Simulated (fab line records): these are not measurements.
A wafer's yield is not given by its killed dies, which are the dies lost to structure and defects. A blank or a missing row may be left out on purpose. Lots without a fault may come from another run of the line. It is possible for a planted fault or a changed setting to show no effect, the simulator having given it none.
Commonality check across tools / flow gf180mcu / 12 lots and 36 wafers in the sample

REASON IT WAS OPENED
At GF_M1_CD_MEAS_14 the reading cd nm is flagged on 2 of 12 lots. Wafers without a fault read 230.2 nm, standard deviation 1.1.
Rule: flag the lot when none of its wafers has a number, or when each of its wafers that has one lies beyond 4 standard deviations from that mean. The rest of the lots are taken to be sound.

lot=L821; measured=day 16 19:55; on=cd sem-01; cd nm (nm), wafer by wafer=230.3 230.1 230.8; flag=
lot=L823; measured=day 17 14:49; on=cd sem-02; cd nm (nm), wafer by wafer=231.4 230.6 231.0; flag=
lot=L825; measured=day 18 17:07; on=cd sem-02; cd nm (nm), wafer by wafer=232.2 231.3 232.4; flag=
lot=L826; measured=day 18 17:40; on=cd sem-01; cd nm (nm), wafer by wafer=231.7 231.3 231.0; flag=
lot=L828; measured=day 19 18:22; on=cd sem-02; cd nm (nm), wafer by wafer=228.8 229.4 228.9; flag=
lot=L832; measured=day 21 20:54; on=cd sem-02; cd nm (nm), wafer by wafer=231.4 230.9 230.4; flag=
lot=L834; measured=day 22 07:30; on=cd sem-01; cd nm (nm), wafer by wafer=232.0 231.7 231.0; flag=
lot=L836; measured=day 22 13:45; on=cd sem-01; cd nm (nm), wafer by wafer=219.3 220.5 220.3; flag=FLAGGED
lot=L835; measured=day 22 20:38; on=cd sem-01; cd nm (nm), wafer by wafer=219.3 220.6 219.6; flag=FLAGGED
lot=L839; measured=day 23 15:03; on=cd sem-02; cd nm (nm), wafer by wafer=229.7 230.0 229.3; flag=
lot=L838; measured=day 23 16:32; on=cd sem-02; cd nm (nm), wafer by wafer=229.2 229.0 229.3; flag=
lot=L840; measured=day 24 09:06; on=cd sem-01; cd nm (nm), wafer by wafer=231.5 230.7 231.4; flag=
On average the flagged lots' numbers are 219.9 nm, which is -10.3 nm against the usual, or -9 standard deviations.

TOOL THAT RAN EACH LOT
The record holds 1 process step before the reading, out of a route of 602 steps. Read each cell as the tool, then ch plus the chambers that the sampled wafers visited, then the start.
lot=L821; flag=; GF_M1_SOFTBAKE_10=litho track-03 ch 0, day 16 08:46
lot=L823; flag=; GF_M1_SOFTBAKE_10=litho track-03 ch 0, day 17 02:52
lot=L825; flag=; GF_M1_SOFTBAKE_10=litho track-03 ch 0, day 18 05:28
lot=L826; flag=; GF_M1_SOFTBAKE_10=litho track-03 ch 0, day 18 06:06
lot=L828; flag=; GF_M1_SOFTBAKE_10=litho track-03 ch 0, day 19 05:43
lot=L832; flag=; GF_M1_SOFTBAKE_10=litho track-03 ch 0, day 21 09:13
lot=L834; flag=; GF_M1_SOFTBAKE_10=litho track-03 ch 0, day 21 20:13
lot=L836; flag=FLAGGED; GF_M1_SOFTBAKE_10=litho track-03 ch 0, day 22 02:07
lot=L835; flag=FLAGGED; GF_M1_SOFTBAKE_10=litho track-03 ch 0, day 22 08:55
lot=L839; flag=; GF_M1_SOFTBAKE_10=litho track-02 ch 0, day 23 03:07
lot=L838; flag=; GF_M1_SOFTBAKE_10=litho track-02 ch 0, day 23 04:59
lot=L840; flag=; GF_M1_SOFTBAKE_10=litho track-04 ch 0, day 23 22:09
These steps, and what they do:
- GF_M1_SOFTBAKE_10: time 60 s.
- GF_M1_CD_MEAS_14: target cd 230 nm.

FLAGGED OVER TOTAL, TOOL BY TOOL (the gauges that took the reading come last)
step=GF_M1_SOFTBAKE_10; tool=litho track-02; lots run=2; flagged=0; share of the flagged lots=none; sound lots run after its first flagged lot=-
step=GF_M1_SOFTBAKE_10; tool=litho track-03; lots run=9; flagged=2; share of the flagged lots=all; sound lots run after its first flagged lot=0
step=GF_M1_SOFTBAKE_10; tool=litho track-04; lots run=1; flagged=0; share of the flagged lots=none; sound lots run after its first flagged lot=-
step=GF_M1_CD_MEAS_14; tool=cd sem-01; lots run=6; flagged=2; share of the flagged lots=all; sound lots run after its first flagged lot=1 (L840)
step=GF_M1_CD_MEAS_14; tool=cd sem-02; lots run=6; flagged=0; share of the flagged lots=none; sound lots run after its first flagged lot=-

WHAT THE TABLE ALLOWS
Rows of the table that ran all the flagged lots, 2 in number: litho track-03 at GF_M1_SOFTBAKE_10; cd sem-01 at GF_M1_CD_MEAS_14.
- litho track-03 at GF_M1_SOFTBAKE_10: 2 of its 9 lots flagged. Its last sound lot is L834 (day 21 20:13), its first flagged lot L836 (day 22 02:07): a fault that began between those two fits. Its own readings (heater power total W, plate temp C) fall more than 4 standard deviations out on all wafers of the flagged lots.
- cd sem-01 at GF_M1_CD_MEAS_14: 2 of its 6 lots flagged. Lots that were sound ran on it after the first flagged one (L840); a persistent fault on the entire tool would not allow that.
Left over: one tool, litho track-03 at GF_M1_SOFTBAKE_10.

WHAT THE SIMULATOR PUT IN
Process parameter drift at GF_M1_SOFTBAKE_10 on litho track-03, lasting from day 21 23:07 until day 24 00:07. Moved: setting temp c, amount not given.
Struck lots among those shown: L836, L835. The rule above found the same.
